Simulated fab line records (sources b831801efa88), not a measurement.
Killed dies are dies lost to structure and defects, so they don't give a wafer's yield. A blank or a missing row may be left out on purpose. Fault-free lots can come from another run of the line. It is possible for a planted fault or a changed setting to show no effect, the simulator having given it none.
fab line records -- flow sky130
record lots=5, wafers=15, last_day=50
route steps=708 shown SONOS_ONO@182 GATE_OXIDE@187 PAD_OPEN@708
lots that met no fault: from a run of the same line without faults
start_h: the number of hours between the record's first day and the start of the first shown wafer of the lot -- wait_h: hours from the lot's prior step to this one -- " identical to the entry in the row above -- L1.1+2: a row that stands for several wafers -- - no value, or no start given -- * or withheld: withheld -- < > ~ a bound
route shown NAME@n: names a module that has steps shown in the file, with the first one's number in the route -- usual: the fault-free wafers' mean and standard deviation -- same: alike in all rows -- chamber/n: place in a boat -- sites: readings site by site -- _std_site: the standard deviation of these -- _edge_site: inner sites' mean taken away from outer sites' mean -- radius_mm: for every site, how far away it sits from the centre of the wafer -- mask NAME#n: copy n -- behind: the tool/chamber that last shaped the wafer -- hold: why the lot was held/for how many hours/how that ended -- device: names the non-switching transistor (n, p or np) -- end of line: tests run on the same wafers once the route is complete -- a step with no rows: only its recipe -- killed: at the first sort, the dies lost to defects and structure; wafer yield is something else -- map: the dies of a wafer, with x for killed, . for not killed, _ for no die there
set.NAME: the setting that was run; set.NAME@STEP: the one run at that earlier step -- model.NAME: the simulator's own value behind a step, which no gauge read
a table for each step, a row for each wafer; lots at some steps of the route
services: the hour from which a tool's chamber was out of use, counted from the record's first day as start_h (under 0 if before that day), plus the number of hours and why
## steps
# step SKY_SONOS_ONO_OVL_MEAS_14
# usual SONOS_ONO_OVL=-1.0/1
lot.wafer,tool,chamber,start_h,wait_h,SONOS_ONO_OVL[nm]
L490.1,overlay-02,-,303.68,0.1,-1.9
L490.4,overlay-02,-,303.68,0.1,-0.9
L490.6,overlay-02,-,303.68,0.1,-1.0
L492.1,overlay-02,-,323.11,0.1,-0.2
L492.5,overlay-02,-,323.11,0.1,-1.7
L492.6,overlay-02,-,323.11,0.1,-0.8
L501.4,overlay-01,-,412.39,0.1,-0.8
L501.5,overlay-01,-,412.39,0.1,-1.9
L501.6,overlay-01,-,412.39,0.1,-1.7
L502.1,overlay-02,-,426.63,0.1,-0.7
L502.3,overlay-02,-,426.63,0.1,-0.2
L502.5,overlay-02,-,426.63,0.1,-1.1
L508.1,overlay-01,-,473.21,0.1,0.0
L508.2,overlay-01,-,473.21,0.1,0.4
L508.6,overlay-01,-,473.21,0.1,-0.5
# step SKY_SONOS_ONO_ETCH_15
# recipe target_depth_nm=19.52, chemistry=CHF3/O2, source_w=600, bias_w=200, pressure_mtorr=40, chf3_flow_sccm=50, O2_flow_sccm=5, time_s=7.8
# usual chamber_pressure_mTorr=40.00/0.035, drypump_motor_current_A=5.3/0.34, oes_product_au=0.999/0.013, throttle_valve_pct=8.824/0.01
lot.wafer,tool,chamber,start_h,wait_h,chamber_pressure_mTorr,drypump_motor_current_A,oes_product_au,rf_hours_counter_h,throttle_valve_pct
L490.1,rie_diel-01,3,303.72,0.0,40.01,5.7,1.003,73,8.810
L490.4,rie_diel-01,1,303.72,0.0,40.02,5.2,1.028,71,8.832
L490.6,rie_diel-01,1,303.72,0.0,39.98,5.2,1.025,-,8.835
L492.1,rie_diel-04,1,323.15,0.0,40.04,5.1,0.988,4,8.817
L492.5,rie_diel-04,3,323.15,0.0,40.03,5.3,0.998,-,8.813
L492.6,rie_diel-04,2,323.15,0.0,39.96,5.8,1.009,-,8.819
L501.4,rie_diel-01,1,412.41,0.0,40.02,5.2,1.020,73,8.851
L501.5,rie_diel-01,2,412.41,0.0,40.02,4.7,0.997,-,8.815
L501.6,rie_diel-01,1,412.41,0.0,40.01,5.3,1.033,-,8.836
L502.1,rie_diel-02,1,426.66,0.0,39.93,5.2,1.001,6,8.828
L502.3,rie_diel-02,2,426.66,0.0,40.05,5.0,0.994,9,8.829
L502.5,rie_diel-02,1,426.66,0.0,39.96,5.2,0.995,-,8.836
L508.1,rie_diel-04,0,473.25,0.0,40.04,5.6,1.002,59,8.830
L508.2,rie_diel-04,2,473.25,0.0,40.01,5.9,0.993,6,8.814
L508.6,rie_diel-04,1,473.25,0.0,40.04,5.2,0.971,-,8.815
# step SKY_SONOS_ONO_WET_ETCH_16
# recipe chemistry=dHF, target_depth_nm=14, dry=n2_spin, target=SiO2, dilution=100:1, temp_c=26.14, time_s=280
# step SKY_SONOS_ONO_STRIP_17
# recipe chemistry=O2/N2, power_w=1400, pressure_mtorr=1500, platen_temp_c=withheld, o2_flow_sccm=3000, n2_flow_sccm=300, overash_fraction=0.5
# usual chamber_pressure_mTorr=1500.1/1.3, drypump_motor_current_A=5.4/0.44, oes_product_au=0.710/0.0051, strip_time_to_endpoint_s=14.14/0.044
lot.wafer,tool,chamber,start_h,wait_h,chamber_pressure_mTorr,drypump_motor_current_A,oes_product_au,rf_hours_counter_h,strip_time_to_endpoint_s
L490.1,plasma_asher-01,0,303.82,0.0,1498.4,4.9,0.707,64,14.08
L490.4,plasma_asher-01,0,303.82,0.0,1501.1,4.9,0.706,-,14.14
L490.6,plasma_asher-01,0,303.82,0.0,1500.3,4.9,0.715,-,14.10
L492.1,plasma_asher-01,0,323.36,0.0,1501.9,4.9,0.715,66,14.12
L492.5,plasma_asher-01,1,323.36,0.0,1501.2,5.8,0.712,-,14.13
L492.6,plasma_asher-01,0,323.36,0.0,1502.1,4.9,0.715,-,14.07
L501.4,plasma_asher-03,0,412.55,0.0,1498.8,6.0,0.713,-,14.09
L501.5,plasma_asher-03,0,412.55,0.0,1500.4,6.0,0.707,-,14.10
L501.6,plasma_asher-03,1,412.55,0.0,1499.9,5.0,0.710,-,14.13
L502.1,plasma_asher-03,0,426.77,0.0,1497.9,6.0,0.716,78,14.15
L502.3,plasma_asher-03,0,426.77,0.0,1502.0,6.0,0.711,-,14.22
L502.5,plasma_asher-03,1,426.77,0.0,1500.8,5.0,0.717,-,14.22
L508.1,plasma_asher-03,1,473.35,0.0,1500.1,5.0,0.702,82,14.16
L508.2,plasma_asher-03,0,473.35,0.0,1500.0,6.0,0.709,82,14.16
L508.6,plasma_asher-03,1,473.35,0.0,1498.0,5.0,0.709,-,14.17
# step SKY_SONOS_ONO_WET_ETCH_18
# recipe chemistry=H3PO4, target_depth_nm=15, target=Si3N4, temp_c=160, time_s=172
# step SKY_GATE_OXIDE_CLEAN_00
# recipe chemistry=SC1/SC2, mix=1:4:20, temp_c=70, time_s=150, dry=n2_spin
# step SKY_GATE_OXIDE_OXIDATION_01
# recipe temp_c=900, ambient=O2, stabilise_s=600, purge_s=300, target_thk_a=102.68, ox_time_s=1473
# step SKY_GATE_OXIDE_THK_MEAS_02
# recipe reads=SiO2_of_GATE_OXIDE_OXIDATION_01
# usual GATE_OXIDE_OXIDATION_00_THK=10.22/0.27
lot.wafer,tool,chamber,start_h,wait_h,GATE_OXIDE_OXIDATION_00_THK[nm]
L490.1,film_metro-03,-,305.44,0.0,10.16
L490.4,film_metro-03,-,305.44,0.0,10.21
L490.6,film_metro-03,-,305.44,0.0,10.03
L492.1,film_metro-03,-,325.12,0.0,10.34
L492.5,film_metro-03,-,325.12,0.0,10.17
L492.6,film_metro-03,-,325.12,0.0,10.28
L501.4,film_metro-03,-,416.88,0.0,10.32
L501.5,film_metro-03,-,416.88,0.0,10.41
L501.6,film_metro-03,-,416.88,0.0,10.26
L502.1,film_metro-02,-,433.54,0.0,9.94
L502.3,film_metro-02,-,433.54,0.0,10.03
L502.5,film_metro-02,-,433.54,0.0,9.88
L508.1,film_metro-04,-,474.97,0.0,10.39
L508.2,film_metro-04,-,474.97,0.0,10.29
L508.6,film_metro-04,-,474.97,0.0,10.38
# step SKY_GATE_OXIDE_DEHYDRATE_03
# recipe temp_c=200, time_s=60
# step SKY_GATE_OXIDE_HMDS_04
# recipe prime_time_s=60, prime_temp_c=120
# step SKY_GATE_OXIDE_COAT_05
# recipe resist=NOVOLAK, spin_rpm=3000, resist_thk_nm=1140
# step SKY_GATE_OXIDE_SOFTBAKE_06
# recipe temp_c=90, time_s=60, resist=NOVOLAK
# step SKY_GATE_OXIDE_EXPOSE_07
# recipe mask_id=LVOM, na=0.6, source_shape=conventional, sigma_outer=0.6, polarization=unpolarized, target_cd_nm=600, dose_mj=170
# usual reticle_temp_C=22.98/0.12
# same sigma_outer=0.6
lot.wafer,tool,chamber,start_h,wait_h,mask,reticle_temp_C
L490.1,iline_stepper-01,0,319.39,-,LVOM#0,22.85
L490.4,iline_stepper-01,0,319.39,-,LVOM#0,22.90
L490.6,iline_stepper-01,0,319.39,-,LVOM#0,22.93
L492.1,iline_stepper-01,0,337.51,-,LVOM#0,22.91
L492.5,iline_stepper-01,0,337.51,-,LVOM#0,22.98
L492.6,iline_stepper-01,0,337.51,-,LVOM#0,23.15
L501.4,iline_stepper-01,0,431.53,-,LVOM_R1#0,23.11
L501.5,iline_stepper-01,0,431.53,-,LVOM_R1#0,23.11
L501.6,iline_stepper-01,0,431.53,-,LVOM_R1#0,23.20
L502.1,iline_stepper-02,0,448.71,-,LVOM#0,22.94
L502.3,iline_stepper-02,0,448.71,-,LVOM#0,23.09
L502.5,iline_stepper-02,0,448.71,-,LVOM#0,22.98
L508.1,iline_stepper-01,0,489.30,-,LVOM#0,23.03
L508.2,iline_stepper-01,0,489.30,-,LVOM#0,23.17
L508.6,iline_stepper-01,0,489.30,-,LVOM#0,23.11
# step SKY_GATE_OXIDE_PEB_08
# recipe temp_c=withheld, time_s=*, resist=NOVOLAK
# step SKY_PAD_OPEN_PROBE_99
# usual killed_at_M0_to_M3=45/7.5, killed_at_M4_up=2.8/1.9, killed_at_contacts=25/5.5, killed_at_front_end=14/4, killed_at_other=0.3/0.75, killed_dies=87/9.4, killed_on_rim=17/3.8, killed_open=47/6.6, killed_short=39/6.6
# same gross_dies=492, killed_at_back_side=0
lot.wafer,tool,chamber,start_h,wait_h,killed_at_M0_to_M3,killed_at_M4_up,killed_at_contacts,killed_at_front_end,killed_at_other,killed_dies,killed_on_rim,killed_open,killed_short
L490.1,prober-01,-,1106.68,0.1,49,2,18,11,0,80,24,42,38
L490.4,prober-01,-,1106.83,0.2,46,2,18,20,0,86,14,45,41
L490.6,prober-01,-,1106.93,0.2,47,3,19,21,1,91,17,41,50
L492.1,prober-01,-,1111.37,0.1,53,0,20,10,0,83,12,46,37
L492.5,prober-01,-,1111.57,0.2,45,2,30,16,0,93,20,45,48
L492.6,prober-01,-,1111.62,0.2,52,5,16,16,7,96,14,50,39
L501.4,prober-01,-,1171.38,0.2,51,1,23,10,2,87,13,54,33
L501.5,prober-01,-,1171.43,0.2,48,2,24,13,0,87,15,40,47
L501.6,prober-01,-,1171.48,0.2,49,1,36,13,0,99,24,49,50
L502.1,prober-02,-,1181.93,0.1,39,4,28,12,0,83,11,48,35
L502.3,prober-02,-,1182.03,0.2,43,3,28,12,0,86,20,54,32
L502.5,prober-02,-,1182.13,0.2,50,0,19,15,0,84,11,50,34
L508.1,prober-01,-,1202.71,0.1,42,2,35,11,0,90,21,47,43
L508.2,prober-01,-,1202.76,0.1,41,0,25,14,0,80,10,42,38
L508.6,prober-01,-,1202.96,0.2,38,3,28,9,2,80,17,40,40
# killed by level:class
L490.1 METAL2:geometric_particle:short=8 VIA1:geometric_particle:open=7 VIA2:geometric_particle:open=7 LI_CONTACT:geometric_particle:open=6 CONTACT:geometric_particle:open=6 METAL1:geometric_particle:short=6 VIA3:geometric_particle:open=6 VIA3:geometric_particle:short=5
L490.4 POLY_GATE:geometric_particle:short=8 LI_CONTACT:geometric_particle:open=8 METAL2:geometric_particle:short=7 VIA2:geometric_particle:open=7 FIELD_ISO:geometric_particle:open=5 METAL2:geometric_particle:open=5 METAL1:geometric_particle:short=5 VIA1:geometric_particle:open=5
L490.6 VIA1:geometric_particle:open=9 METAL1:geometric_particle:short=7 CONTACT:geometric_particle:open=6 VIA3:geometric_particle:open=6 POLY_GATE:geometric_particle:open=5 POLY_GATE:geometric_particle:short=5 METAL2:geometric_particle:short=5 SPACER:geometric_particle:short=4
L492.1 VIA1:geometric_particle:open=13 VIA2:geometric_particle:open=9 LI_CONTACT:geometric_particle:open=7 LOCAL_INTERCONNECT:geometric_particle:short=6 METAL2:geometric_particle:short=6 METAL1:geometric_particle:short=5 VIA3:geometric_particle:short=5 VIA3:geometric_particle:open=5
L492.5 CONTACT:geometric_particle:open=9 LOCAL_INTERCONNECT:geometric_particle:short=7 METAL2:geometric_particle:short=7 LI_CONTACT:geometric_particle:open=6 VIA2:geometric_particle:open=6 VIA3:geometric_particle:open=6 METAL3:geometric_particle:short=6 FIELD_ISO:geometric_particle:short=5
L492.6 VIA3:geometric_particle:open=11 VIA1:geometric_particle:open=9 CONTACT:geometric_particle:open=7 PASSIVATION:area_etch=7 VIA2:geometric_particle:open=6 VIA3:geometric_particle:short=6 FIELD_ISO:geometric_particle:open=5 FIELD_ISO:geometric_particle:short=4
L501.4 CONTACT:geometric_particle:open=11 VIA3:geometric_particle:open=11 VIA1:geometric_particle:open=10 VIA2:geometric_particle:open=8 LI_CONTACT:geometric_particle:open=6 VIA3:geometric_particle:short=5 METAL3:geometric_particle:short=5 METAL2:geometric_particle:short=4
L501.5 VIA1:geometric_particle:open=11 METAL1:geometric_particle:short=9 METAL2:geometric_particle:short=8 FIELD_ISO:geometric_particle:short=7 VIA2:geometric_particle:open=7 LI_CONTACT:geometric_particle:short=6 LI_CONTACT:geometric_particle:open=5 CONTACT:geometric_particle:short=5
L501.6 CONTACT:geometric_particle:open=13 VIA2:geometric_particle:open=12 METAL1:geometric_particle:short=7 VIA1:geometric_particle:open=7 LI_CONTACT:geometric_particle:open=6 LOCAL_INTERCONNECT:geometric_particle:short=6 CONTACT:geometric_particle:short=6 FIELD_ISO:geometric_particle:short=5
L502.1 CONTACT:geometric_particle:open=15 VIA1:geometric_particle:open=13 FIELD_ISO:geometric_particle:open=5 VIA3:geometric_particle:open=5 LOCAL_INTERCONNECT:geometric_particle:short=5 METAL1:geometric_particle:short=5 LI_CONTACT:geometric_particle:open=4 METAL4:geometric_particle:short=4
L502.3 LI_CONTACT:geometric_particle:open=9 CONTACT:geometric_particle:open=9 VIA3:geometric_particle:open=9 VIA1:geometric_particle:open=8 VIA2:geometric_particle:open=8 LOCAL_INTERCONNECT:geometric_particle:short=6 FIELD_ISO:geometric_particle:open=5 VIA1:geometric_particle:short=5
L502.5 VIA1:geometric_particle:open=12 CONTACT:geometric_particle:open=9 LI_CONTACT:geometric_particle:open=7 VIA1:geometric_particle:short=7 METAL1:geometric_particle:short=6 VIA2:geometric_particle:open=6 VIA3:geometric_particle:open=6 FIELD_ISO:geometric_particle:open=5
L508.1 CONTACT:geometric_particle:open=12 METAL2:geometric_particle:short=8 VIA1:geometric_particle:open=8 LI_CONTACT:geometric_particle:open=7 POLY_GATE:geometric_particle:open=6 LI_CONTACT:geometric_particle:short=6 LOCAL_INTERCONNECT:geometric_particle:short=6 VIA2:geometric_particle:open=6
L508.2 CONTACT:geometric_particle:open=12 VIA3:geometric_particle:open=6 METAL1:geometric_particle:short=6 METAL2:geometric_particle:short=6 POLY_GATE:geometric_particle:open=5 POLY_GATE:geometric_particle:short=5 LI_CONTACT:geometric_particle:short=5 VIA1:geometric_particle:open=5
L508.6 METAL2:geometric_particle:short=10 CONTACT:geometric_particle:open=8 CONTACT:geometric_particle:short=7 LI_CONTACT:geometric_particle:short=6 LI_CONTACT:geometric_particle:open=6 VIA2:geometric_particle:open=6 VIA3:geometric_particle:open=4 VIA1:geometric_particle:open=4
## services
tool,chamber,start_h,hours,kind
iline_stepper-01,-,288.09,2.1,pm
rie_diel-01,3,289.70,11.1,repair
iline_stepper-01,-,290.17,4.4,pm
iline_stepper-01,-,294.62,1.7,pm
rie_diel-01,2,298.75,2.7,repair
rie_diel-01,0,305.63,2.6,repair
rie_diel-04,0,309.86,2.6,repair
iline_stepper-02,-,321.11,3.4,repair
iline_stepper-02,-,330.45,9.4,repair
rie_diel-04,3,332.72,7.2,repair
rie_diel-02,1,363.15,3.5,repair
plasma_asher-01,-,421.25,9.0,pm
rie_diel-04,-,430.18,4.0,pm
rie_diel-02,3,433.57,13.3,repair
iline_stepper-02,-,437.48,1.7,pm
rie_diel-02,0,444.12,9.0,repair
rie_diel-04,3,450.61,5.2,repair
rie_diel-04,2,453.87,3.6,repair
rie_diel-01,1,454.89,9.8,repair
plasma_asher-03,-,455.57,0.7,repair
iline_stepper-02,-,459.57,2.1,pm
rie_diel-02,3,465.61,4.2,repair
rie_diel-02,-,470.27,0.1,repair
plasma_asher-01,-,481.46,3.8,repair
## key
first_sign step=SKY_GATE_OXIDE_EXPOSE_07, reading=mask, direction=changed
effect none on later readings
met_at SKY_GATE_OXIDE_EXPOSE_07
struck_wafers L501.4,L501.5,L501.6
tester_left_out L501
onset_between 337.51 431.53
fault kind=wrong_mask, tool=any, chamber=-, onset_h=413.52, steps=SKY_GATE_OXIDE_EXPOSE_07, aux_copy=LVOM_R1#0, cd_offset_nm=42, scope=struck_lots_only
# tester_left_out: of these lots the tester's yield and bins aren't shown, on N5 and GAA mostly nor the transistor test; their killed dies are dies lost to structure and defects alone, not to doping, threshold or leakage, so they don't give the yield
